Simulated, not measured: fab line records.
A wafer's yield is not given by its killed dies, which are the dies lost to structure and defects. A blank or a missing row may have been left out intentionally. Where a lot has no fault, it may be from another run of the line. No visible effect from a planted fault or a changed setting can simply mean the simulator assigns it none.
fab line records :: flow sky130
record
  lots=5
  wafers=15
  last-day=50
route steps=708 shown SONOS_TUNNEL@165 SONOS_ONO@168 PAD_OPEN@708
lots that met no fault: from a run of the same line without faults
start-h: the number of hours between the record's first day and the start of the first shown wafer of the lot :: wait-h: hours elapsed since this lot's preceding step :: " as in the row above :: L1.1+2: one row covering several wafers at once :: - no value present, or no start provided :: * or withheld: withheld :: < > ~ a bound
route shown NAME@n: NAME is a module with steps in the file, n the number in the route of the first one :: usual: average and standard deviation across the fault-free wafers :: same: alike in all rows :: chamber/n: place in a boat :: sites: the reading at each site :: _std_site: the standard deviation of these :: _edge_site: the outer-site mean with the inner-site mean subtracted :: radius-mm: for every site, how far away it sits from the centre of the wafer :: mask NAME#n: copy n :: behind: tool/chamber where the wafer was last shaped :: hold: what put the lot on hold/how long, in hours/how the hold closed :: device: names the non-switching transistor (n, p or np) :: end of line: the tests these same wafers got at the end of their route :: a step without rows: its recipe alone :: killed: not the wafer's yield, but the dies lost to structure and defects at the first sort :: map: shows each die of a wafer: x if killed, . if not, _ if none is there
set.NAME: the run value of the setting; set.NAME@STEP: its run value at that earlier step :: model.NAME: the simulator's own value behind a step, which no gauge read
lots seen at some steps along the route; tables by step, rows by wafer
## steps
# step SKY_SONOS_TUNNEL_STRIP_11
# recipe
  chemistry=SPM
  time-s=600
  temp-c=130
# step SKY_SONOS_TUNNEL_TW_MEAS_12
# usual
  SONOS_TUNNEL_TW=197.5/1.5
lot.wafer: L467.2
tool: film-metro-03
chamber: -
start-h: 282.65
wait-h: 0.0
SONOS_TUNNEL_TW: 199.0

lot.wafer: L467.4
tool: film-metro-03
chamber: -
start-h: 282.65
wait-h: 0.0
SONOS_TUNNEL_TW: 198.0

lot.wafer: L467.6
tool: film-metro-03
chamber: -
start-h: 282.65
wait-h: 0.0
SONOS_TUNNEL_TW: 199.0

lot.wafer: L478.4
tool: film-metro-02
chamber: -
start-h: 369.21
wait-h: 0.0
SONOS_TUNNEL_TW: 198.5

lot.wafer: L478.5
tool: film-metro-02
chamber: -
start-h: 369.21
wait-h: 0.0
SONOS_TUNNEL_TW: 199.4

lot.wafer: L478.6
tool: film-metro-02
chamber: -
start-h: 369.21
wait-h: 0.0
SONOS_TUNNEL_TW: 198.7

lot.wafer: L480.1
tool: film-metro-03
chamber: -
start-h: 378.43
wait-h: 0.0
SONOS_TUNNEL_TW: 196.6

lot.wafer: L480.2
tool: film-metro-03
chamber: -
start-h: 378.43
wait-h: 0.0
SONOS_TUNNEL_TW: 198.5

lot.wafer: L480.6
tool: film-metro-03
chamber: -
start-h: 378.43
wait-h: 0.0
SONOS_TUNNEL_TW: 197.0

lot.wafer: L481.1
tool: film-metro-04
chamber: -
start-h: 387.53
wait-h: 0.0
SONOS_TUNNEL_TW: 197.7

lot.wafer: L481.5
tool: film-metro-04
chamber: -
start-h: 387.53
wait-h: 0.0
SONOS_TUNNEL_TW: 196.3

lot.wafer: L481.6
tool: film-metro-04
chamber: -
start-h: 387.53
wait-h: 0.0
SONOS_TUNNEL_TW: 196.3

lot.wafer: L486.2
tool: film-metro-02
chamber: -
start-h: 423.36
wait-h: 0.0
SONOS_TUNNEL_TW: 198.1

lot.wafer: L486.3
tool: film-metro-02
chamber: -
start-h: 423.36
wait-h: 0.0
SONOS_TUNNEL_TW: 198.3

lot.wafer: L486.4
tool: film-metro-02
chamber: -
start-h: 423.36
wait-h: 0.0
SONOS_TUNNEL_TW: 198.2
# step SKY_SONOS_TUNNEL_CLEAN_13
# recipe
  chemistry=dHF
  time-s=20
  dilution=100:1
  dry=ipa-marangoni
# step SKY_SONOS_ONO_OXIDATION_00
# recipe
  temp-c=800
  ambient=O2
  idle-temp-c=700
  ramp-up-c-per-min=10
  ramp-down-c-per-min=3
  stabilise-s=600
  purge-s=300
  target-thk-a=26
  ox-time-s=1249
# step SKY_SONOS_ONO_THK_MEAS_01
# recipe
  reads=SiO2_of_SONOS_ONO_OXIDATION_00
# usual
  SONOS_ONO_OXIDATION_THK=2.59/0.065
lot.wafer: L467.2
tool: film-metro-04
chamber: -
start-h: 284.07
wait-h: 0.0
SONOS_ONO_OXIDATION_THK[nm]: 2.64

lot.wafer: L467.4
tool: film-metro-04
chamber: -
start-h: 284.07
wait-h: 0.0
SONOS_ONO_OXIDATION_THK[nm]: 2.55

lot.wafer: L467.6
tool: film-metro-04
chamber: -
start-h: 284.07
wait-h: 0.0
SONOS_ONO_OXIDATION_THK[nm]: 2.73

lot.wafer: L478.4
tool: film-metro-04
chamber: -
start-h: 371.30
wait-h: 0.0
SONOS_ONO_OXIDATION_THK[nm]: 2.64

lot.wafer: L478.5
tool: film-metro-04
chamber: -
start-h: 371.30
wait-h: 0.0
SONOS_ONO_OXIDATION_THK[nm]: 2.66

lot.wafer: L478.6
tool: film-metro-04
chamber: -
start-h: 371.30
wait-h: 0.0
SONOS_ONO_OXIDATION_THK[nm]: 2.59

lot.wafer: L480.1
tool: film-metro-04
chamber: -
start-h: 379.96
wait-h: 0.0
SONOS_ONO_OXIDATION_THK[nm]: 2.69

lot.wafer: L480.2
tool: film-metro-04
chamber: -
start-h: 379.96
wait-h: 0.0
SONOS_ONO_OXIDATION_THK[nm]: 2.62

lot.wafer: L480.6
tool: film-metro-04
chamber: -
start-h: 379.96
wait-h: 0.0
SONOS_ONO_OXIDATION_THK[nm]: 2.72

lot.wafer: L481.1
tool: film-metro-03
chamber: -
start-h: 389.45
wait-h: 0.0
SONOS_ONO_OXIDATION_THK[nm]: 2.68

lot.wafer: L481.5
tool: film-metro-03
chamber: -
start-h: 389.45
wait-h: 0.0
SONOS_ONO_OXIDATION_THK[nm]: 2.65

lot.wafer: L481.6
tool: film-metro-03
chamber: -
start-h: 389.45
wait-h: 0.0
SONOS_ONO_OXIDATION_THK[nm]: 2.63

lot.wafer: L486.2
tool: film-metro-03
chamber: -
start-h: 426.83
wait-h: 0.0
SONOS_ONO_OXIDATION_THK[nm]: 2.61

lot.wafer: L486.3
tool: film-metro-03
chamber: -
start-h: 426.83
wait-h: 0.0
SONOS_ONO_OXIDATION_THK[nm]: 2.65

lot.wafer: L486.4
tool: film-metro-03
chamber: -
start-h: 426.83
wait-h: 0.0
SONOS_ONO_OXIDATION_THK[nm]: 2.60
# step SKY_SONOS_ONO_CVD_02
# recipe
  material=Si3N4
  precursor=DCS/NH3
  target-thk-nm=10.5
  temp-c=770
  time-s=180
  pressure-mtorr=250
# step SKY_SONOS_ONO_THK_MEAS_03
# recipe
  reads=Si3N4_of_SONOS_ONO_CVD_02
# usual
  SONOS_ONO_CVD_02_THK=10.55/0.14
lot.wafer: L467.2
tool: film-metro-03
chamber: -
start-h: 292.97
wait-h: 0.0
SONOS_ONO_CVD_02_THK[nm]: 10.74

lot.wafer: L467.4
tool: film-metro-03
chamber: -
start-h: 292.97
wait-h: 0.0
SONOS_ONO_CVD_02_THK[nm]: 10.70

lot.wafer: L467.6
tool: film-metro-03
chamber: -
start-h: 292.97
wait-h: 0.0
SONOS_ONO_CVD_02_THK[nm]: 10.75

lot.wafer: L478.4
tool: film-metro-03
chamber: -
start-h: 372.41
wait-h: 0.0
SONOS_ONO_CVD_02_THK[nm]: 10.29

lot.wafer: L478.5
tool: film-metro-03
chamber: -
start-h: 372.41
wait-h: 0.0
SONOS_ONO_CVD_02_THK[nm]: 10.22

lot.wafer: L478.6
tool: film-metro-03
chamber: -
start-h: 372.41
wait-h: 0.0
SONOS_ONO_CVD_02_THK[nm]: 10.26

lot.wafer: L480.1
tool: film-metro-04
chamber: -
start-h: 381.07
wait-h: 0.0
SONOS_ONO_CVD_02_THK[nm]: 10.55

lot.wafer: L480.2
tool: film-metro-04
chamber: -
start-h: 381.07
wait-h: 0.0
SONOS_ONO_CVD_02_THK[nm]: 10.45

lot.wafer: L480.6
tool: film-metro-04
chamber: -
start-h: 381.07
wait-h: 0.0
SONOS_ONO_CVD_02_THK[nm]: 10.73

lot.wafer: L481.1
tool: film-metro-03
chamber: -
start-h: 390.56
wait-h: 0.0
SONOS_ONO_CVD_02_THK[nm]: 10.58

lot.wafer: L481.5
tool: film-metro-03
chamber: -
start-h: 390.56
wait-h: 0.0
SONOS_ONO_CVD_02_THK[nm]: 10.57

lot.wafer: L481.6
tool: film-metro-03
chamber: -
start-h: 390.56
wait-h: 0.0
SONOS_ONO_CVD_02_THK[nm]: 10.52

lot.wafer: L486.2
tool: film-metro-01
chamber: -
start-h: 429.99
wait-h: 0.0
SONOS_ONO_CVD_02_THK[nm]: 10.74

lot.wafer: L486.3
tool: film-metro-01
chamber: -
start-h: 429.99
wait-h: 0.0
SONOS_ONO_CVD_02_THK[nm]: 10.78

lot.wafer: L486.4
tool: film-metro-01
chamber: -
start-h: 429.99
wait-h: 0.0
SONOS_ONO_CVD_02_THK[nm]: 10.79
# step SKY_SONOS_ONO_CVD_04
# recipe
  material=SiO2
  precursor=SiH4/N2O
  target-thk-nm=5.7199
  temp-c=900
  pressure-mtorr=400
# step SKY_SONOS_ONO_THK_MEAS_05
# recipe
  reads=SiO2_of_SONOS_ONO_CVD_04
# usual
  SONOS_ONO_CVD_04_THK=5.70/0.095
lot.wafer: L467.2
tool: film-metro-04
chamber: -
start-h: 294.28
wait-h: 0.0
SONOS_ONO_CVD_04_THK[nm]: 5.93

lot.wafer: L467.4
tool: film-metro-04
chamber: -
start-h: 294.28
wait-h: 0.0
SONOS_ONO_CVD_04_THK[nm]: 5.91

lot.wafer: L467.6
tool: film-metro-04
chamber: -
start-h: 294.28
wait-h: 0.0
SONOS_ONO_CVD_04_THK[nm]: 5.93

lot.wafer: L478.4
tool: film-metro-04
chamber: -
start-h: 373.72
wait-h: 0.0
SONOS_ONO_CVD_04_THK[nm]: 5.85

lot.wafer: L478.5
tool: film-metro-04
chamber: -
start-h: 373.72
wait-h: 0.0
SONOS_ONO_CVD_04_THK[nm]: 5.70

lot.wafer: L478.6
tool: film-metro-04
chamber: -
start-h: 373.72
wait-h: 0.0
SONOS_ONO_CVD_04_THK[nm]: 5.75

lot.wafer: L480.1
tool: film-metro-04
chamber: -
start-h: 383.00
wait-h: 0.0
SONOS_ONO_CVD_04_THK[nm]: 5.73

lot.wafer: L480.2
tool: film-metro-04
chamber: -
start-h: 383.00
wait-h: 0.0
SONOS_ONO_CVD_04_THK[nm]: 5.77

lot.wafer: L480.6
tool: film-metro-04
chamber: -
start-h: 383.00
wait-h: 0.0
SONOS_ONO_CVD_04_THK[nm]: 5.71

lot.wafer: L481.1
tool: film-metro-01
chamber: -
start-h: 391.87
wait-h: 0.0
SONOS_ONO_CVD_04_THK[nm]: 5.69

lot.wafer: L481.5
tool: film-metro-01
chamber: -
start-h: 391.87
wait-h: 0.0
SONOS_ONO_CVD_04_THK[nm]: 5.65

lot.wafer: L481.6
tool: film-metro-01
chamber: -
start-h: 391.87
wait-h: 0.0
SONOS_ONO_CVD_04_THK[nm]: 5.56

lot.wafer: L486.2
tool: film-metro-04
chamber: -
start-h: 431.30
wait-h: 0.0
SONOS_ONO_CVD_04_THK[nm]: 5.64

lot.wafer: L486.3
tool: film-metro-04
chamber: -
start-h: 431.30
wait-h: 0.0
SONOS_ONO_CVD_04_THK[nm]: 5.60

lot.wafer: L486.4
tool: film-metro-04
chamber: -
start-h: 431.30
wait-h: 0.0
SONOS_ONO_CVD_04_THK[nm]: 5.63
# step SKY_SONOS_ONO_DEHYDRATE_06
# recipe
  temp-c=200
  time-s=60
# step SKY_SONOS_ONO_HMDS_07
# recipe
  prime-time-s=60
  prime-temp-c=120
# step SKY_SONOS_ONO_COAT_08
# recipe
  resist=NOVOLAK
  spin-rpm=3000
  resist-thk-nm=1140
# step SKY_SONOS_ONO_SOFTBAKE_09
# recipe
  temp-c=90
  time-s=60
  resist=NOVOLAK
# usual
  heater-power-total-W=56.59/0.043
  run-length-s=89.1/0.34
lot.wafer: L467.2
tool: litho-track-03
chamber: 0
start-h: 307.27
wait-h: 0.1
heater-power-total-W: 59.54
run-length-s: 80.4

lot.wafer: L467.4
tool: litho-track-03
chamber: 0
start-h: 307.27
wait-h: 0.1
heater-power-total-W: 56.59
run-length-s: 88.8

lot.wafer: L467.6
tool: litho-track-03
chamber: 0
start-h: 307.27
wait-h: 0.1
heater-power-total-W: 59.38
run-length-s: 80.1

lot.wafer: L478.4
tool: litho-track-02
chamber: 0
start-h: 387.49
wait-h: 0.1
heater-power-total-W: 56.64
run-length-s: 89.5

lot.wafer: L478.5
tool: litho-track-02
chamber: 0
start-h: 387.49
wait-h: 0.1
heater-power-total-W: 56.56
run-length-s: 89.6

lot.wafer: L478.6
tool: litho-track-02
chamber: 0
start-h: 387.49
wait-h: 0.1
heater-power-total-W: 56.56
run-length-s: 89.4

lot.wafer: L480.1
tool: litho-track-03
chamber: 0
start-h: 397.54
wait-h: 0.1
heater-power-total-W: 56.61
run-length-s: 88.8

lot.wafer: L480.2
tool: litho-track-03
chamber: 0
start-h: 397.54
wait-h: 0.1
heater-power-total-W: 56.60
run-length-s: 88.6

lot.wafer: L480.6
tool: litho-track-03
chamber: 0
start-h: 397.54
wait-h: 0.1
heater-power-total-W: 56.60
run-length-s: 88.7

lot.wafer: L481.1
tool: litho-track-03
chamber: 0
start-h: 406.74
wait-h: 0.1
heater-power-total-W: 56.63
run-length-s: 88.6

lot.wafer: L481.5
tool: litho-track-03
chamber: 0
start-h: 406.74
wait-h: 0.1
heater-power-total-W: 56.60
run-length-s: 88.6

lot.wafer: L481.6
tool: litho-track-03
chamber: 0
start-h: 406.74
wait-h: 0.1
heater-power-total-W: 56.60
run-length-s: 88.6

lot.wafer: L486.2
tool: litho-track-02
chamber: 0
start-h: 446.39
wait-h: 0.1
heater-power-total-W: 56.55
run-length-s: 89.3

lot.wafer: L486.3
tool: litho-track-02
chamber: 0
start-h: 446.39
wait-h: 0.1
heater-power-total-W: 56.56
run-length-s: 89.3

lot.wafer: L486.4
tool: litho-track-02
chamber: 0
start-h: 446.39
wait-h: 0.1
heater-power-total-W: 56.60
run-length-s: 89.5
# step SKY_SONOS_ONO_EXPOSE_10
# recipe
  mask-id=ONOM
  target-cd-nm=410
  na=0.6
  source-shape=conventional
  sigma-outer=0.6
  dose-mj=150
# step SKY_PAD_OPEN_PROBE_99
# usual
  killed_at_M0_to_M3=44/7.2
  killed_at_M4_up=2.9/1.8
  killed-at-contacts=24/5.2
  killed-at-front-end=15/4
  killed-at-other=0.2/0.49
  killed-dies=85/9.1
  killed-open=47/6.8
  killed-short=38/5.7
# same
  gross-dies=492
  killed-at-back-side=0
lot.wafer: L467.2
tool: prober-02
chamber: -
start-h: 1123.85
wait-h: 0.1
killed_at_M0_to_M3: 46
killed_at_M4_up: 4
killed-at-contacts: 24
killed-at-front-end: 9
killed-at-other: 0
killed-dies: 83
killed-open: 49
killed-short: 34

lot.wafer: L467.4
tool: prober-02
chamber: -
start-h: 1123.95
wait-h: 0.2
killed_at_M0_to_M3: 45
killed_at_M4_up: 2
killed-at-contacts: 31
killed-at-front-end: 15
killed-at-other: 0
killed-dies: 93
killed-open: 49
killed-short: 44

lot.wafer: L467.6
tool: prober-02
chamber: -
start-h: 1124.05
wait-h: 0.2
killed_at_M0_to_M3: 39
killed_at_M4_up: 2
killed-at-contacts: 21
killed-at-front-end: 19
killed-at-other: 0
killed-dies: 81
killed-open: 40
killed-short: 41

lot.wafer: L480.1
tool: prober-01
chamber: -
start-h: 1184.18
wait-h: 0.1
killed_at_M0_to_M3: 44
killed_at_M4_up: 1
killed-at-contacts: 15
killed-at-front-end: 18
killed-at-other: 1
killed-dies: 79
killed-open: 43
killed-short: 36

lot.wafer: L480.2
tool: prober-01
chamber: -
start-h: 1184.23
wait-h: 0.1
killed_at_M0_to_M3: 42
killed_at_M4_up: 5
killed-at-contacts: 19
killed-at-front-end: 20
killed-at-other: 0
killed-dies: 86
killed-open: 46
killed-short: 40

lot.wafer: L480.6
tool: prober-01
chamber: -
start-h: 1184.43
wait-h: 0.2
killed_at_M0_to_M3: 47
killed_at_M4_up: 1
killed-at-contacts: 27
killed-at-front-end: 17
killed-at-other: 0
killed-dies: 92
killed-open: 51
killed-short: 41

lot.wafer: L481.1
tool: prober-02
chamber: -
start-h: 1186.57
wait-h: 0.1
killed_at_M0_to_M3: 44
killed_at_M4_up: 1
killed-at-contacts: 32
killed-at-front-end: 13
killed-at-other: 0
killed-dies: 90
killed-open: 53
killed-short: 37

lot.wafer: L481.5
tool: prober-02
chamber: -
start-h: 1186.77
wait-h: 0.2
killed_at_M0_to_M3: 40
killed_at_M4_up: 4
killed-at-contacts: 29
killed-at-front-end: 22
killed-at-other: 0
killed-dies: 95
killed-open: 54
killed-short: 41

lot.wafer: L481.6
tool: prober-02
chamber: -
start-h: 1186.82
wait-h: 0.2
killed_at_M0_to_M3: 49
killed_at_M4_up: 2
killed-at-contacts: 21
killed-at-front-end: 10
killed-at-other: 0
killed-dies: 82
killed-open: 55
killed-short: 27

lot.wafer: L486.2
tool: prober-01
chamber: -
start-h: 1207.01
wait-h: 0.1
killed_at_M0_to_M3: 41
killed_at_M4_up: 1
killed-at-contacts: 25
killed-at-front-end: 10
killed-at-other: 0
killed-dies: 77
killed-open: 45
killed-short: 32

lot.wafer: L486.3
tool: prober-01
chamber: -
start-h: 1207.06
wait-h: 0.2
killed_at_M0_to_M3: 31
killed_at_M4_up: 4
killed-at-contacts: 18
killed-at-front-end: 20
killed-at-other: 0
killed-dies: 73
killed-open: 37
killed-short: 36

lot.wafer: L486.4
tool: prober-01
chamber: -
start-h: 1207.11
wait-h: 0.2
killed_at_M0_to_M3: 59
killed_at_M4_up: 4
killed-at-contacts: 30
killed-at-front-end: 12
killed-at-other: 1
killed-dies: 106
killed-open: 60
killed-short: 46
# killed by level:class
L467.2 VIA1:geometric-particle:open=12 LI_CONTACT:geometric-particle:open=8 VIA2:geometric-particle:open=8 CONTACT:geometric-particle:open=7 METAL1:geometric-particle:short=6 VIA3:geometric-particle:open=5 LOCAL_INTERCONNECT:geometric-particle:short=4 VIA1:geometric-particle:short=4
L467.4 CONTACT:geometric-particle:open=15 VIA1:geometric-particle:open=7 VIA2:geometric-particle:open=7 CONTACT:geometric-particle:short=6 METAL1:geometric-particle:short=6 VIA3:geometric-particle:open=6 LOCAL_INTERCONNECT:geometric-particle:short=5 VIA1:geometric-particle:short=5
L467.6 CONTACT:geometric-particle:open=8 VIA1:geometric-particle:open=8 FIELD_ISO:geometric-particle:short=7 VIA1:geometric-particle:short=6 VIA3:geometric-particle:open=6 POLY_GATE:geometric-particle:short=5 METAL1:geometric-particle:short=5 LI_CONTACT:geometric-particle:open=4
L480.1 VIA3:geometric-particle:open=10 VIA2:geometric-particle:open=9 CONTACT:geometric-particle:open=7 METAL1:geometric-particle:short=6 VIA1:geometric-particle:short=5 VIA3:geometric-particle:short=5 POLY_GATE:geometric-particle:short=4 POLY_GATE:geometric-particle:open=4
L480.2 CONTACT:geometric-particle:open=8 METAL2:geometric-particle:short=7 FIELD_ISO:geometric-particle:open=6 VIA1:geometric-particle:open=6 METAL1:geometric-particle:short=5 SPACER:geometric-particle:open=4 LI_CONTACT:geometric-particle:open=4 VIA3:geometric-particle:open=4
L480.6 VIA1:geometric-particle:open=12 CONTACT:geometric-particle:open=7 VIA2:geometric-particle:open=7 POLY_GATE:geometric-particle:open=6 LOCAL_INTERCONNECT:geometric-particle:short=6 CONTACT:geometric-particle:short=6 METAL1:geometric-particle:short=6 LI_CONTACT:geometric-particle:open=5
L481.1 CONTACT:geometric-particle:open=14 VIA1:geometric-particle:open=10 LI_CONTACT:geometric-particle:open=9 METAL2:geometric-particle:short=9 FIELD_ISO:geometric-particle:open=6 VIA2:geometric-particle:open=5 LI_CONTACT:geometric-particle:short=4 METAL3:geometric-particle:short=4
L481.5 CONTACT:geometric-particle:open=10 VIA1:geometric-particle:short=10 VIA1:geometric-particle:open=10 VIA2:geometric-particle:open=9 LI_CONTACT:geometric-particle:open=8 FIELD_ISO:geometric-particle:short=6 FIELD_ISO:geometric-particle:open=5 CONTACT:geometric-particle:short=5
L481.6 VIA3:geometric-particle:open=12 CONTACT:geometric-particle:open=10 VIA1:geometric-particle:open=8 VIA2:geometric-particle:open=7 VIA3:geometric-particle:short=5 METAL2:geometric-particle:short=4 LI_CONTACT:geometric-particle:open=4 VIA1:geometric-particle:short=4
L486.2 CONTACT:geometric-particle:open=11 VIA1:geometric-particle:open=11 VIA1:geometric-particle:short=10 LI_CONTACT:geometric-particle:open=6 LOCAL_INTERCONNECT:geometric-particle:short=6 VIA2:geometric-particle:open=6 VIA3:geometric-particle:open=5 METAL2:geometric-particle:short=4
L486.3 CONTACT:geometric-particle:open=8 POLY_GATE:geometric-particle:open=6 VIA3:geometric-particle:short=6 VIA1:geometric-particle:open=5 VIA3:geometric-particle:open=5 FIELD_ISO:geometric-particle:open=4 FIELD_ISO:geometric-particle:short=4 LI_CONTACT:geometric-particle:open=4
L486.4 CONTACT:geometric-particle:open=11 VIA3:geometric-particle:open=11 LI_CONTACT:geometric-particle:open=9 VIA2:geometric-particle:open=9 VIA1:geometric-particle:open=7 VIA2:geometric-particle:short=7 METAL1:geometric-particle:short=6 VIA1:geometric-particle:short=5
## key
first-sign
  step=SKY_SONOS_ONO_SOFTBAKE_09
  reading=heater-power-total-W
  direction=up
  sigmas=67
  usual=*
  struck=*
effect
  step=SKY_SONOS_ONO_SOFTBAKE_09
  reading=run-length-s
  direction=down
  sigmas=26
  usual=*
  struck=*
met-at SKY_SONOS_ONO_SOFTBAKE_09
struck-wafers L467.2,L467.6
tester-left-out L467
fault
  kind=process-parameter-drift
  tool=litho-track-03
  chamber=-
  onset-h=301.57
  steps=SKY_SONOS_ONO_SOFTBAKE_09
  channel=time-s
  offset=*
  shape=step
  end-h=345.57
  scope=struck-wafers-only
  acts-in=*
  stated=*
# tester-left-out: of these lots the tester's yield and bins aren't shown, on N5 and GAA mostly nor the transistor test; their killed dies are dies lost to structure and defects alone, not to doping, threshold or leakage, so they don't give the yield
